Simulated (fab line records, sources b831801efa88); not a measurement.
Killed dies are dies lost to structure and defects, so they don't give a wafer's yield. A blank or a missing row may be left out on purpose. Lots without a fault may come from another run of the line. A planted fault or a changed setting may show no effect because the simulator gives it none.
Chamber matching | flow sky130 | SKY_VIA3_CMP_24 on cmp-01: 4 sister chambers
The step polishes, stops on SiO2, t overpolish 20 s, target thk 0 nm. 4 wafers are shown with their chamber, then 8 later ones without.

WAFERS WITH THEIR CHAMBER
wafer  | chamber | motor_current_A (A)
L994.6 | 3       | 10.3
L996.2 | 1       | 11.3
L997.2 | 2       | 12.8
L107.1 | 0       | 11.2

WAFERS WITHOUT THEIR CHAMBER
wafer  | motor_current_A (A)
L107.3 | 11.6
L107.4 | 12.9
L109.1 | 11.4
L109.4 | 13.1
L109.6 | 11.4
L111.1 | 11.4
L111.3 | 13.0
L111.5 | 10.8

WHICH CHAMBER EACH WENT THROUGH
wafer  | from the rows above          | in truth
L107.3 | can't be placed: 1 or 0      | 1
L107.4 | 2                            | 2
L109.1 | can't be placed: 1 or 0      | 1
L109.4 | 2                            | 2
L109.6 | can't be placed: 1 or 0      | 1
L111.1 | can't be placed: 1 or 0      | 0
L111.3 | 2                            | 2
L111.5 | can't be placed: 0 or 1 or 3 | 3
Placed correctly: 3 of 8. Can't be placed from these rows: 5 (the true chamber is among the candidates in 5). Placed wrongly: 0.
How it was worked out, from the rows above alone: a wafer's distance from a chamber is the root of the sum, over the readings, of the square of ((its reading less the chamber's mean) divided by the reading's scatter). The wafer belongs to the nearest chamber; if the next one is less than 2 further off, it can't be placed. A chamber's mean is the mean of its shown wafers. The scatter: with one shown wafer a chamber, the root of the mean of the squares of how far each hidden wafer lies from its nearest shown one.
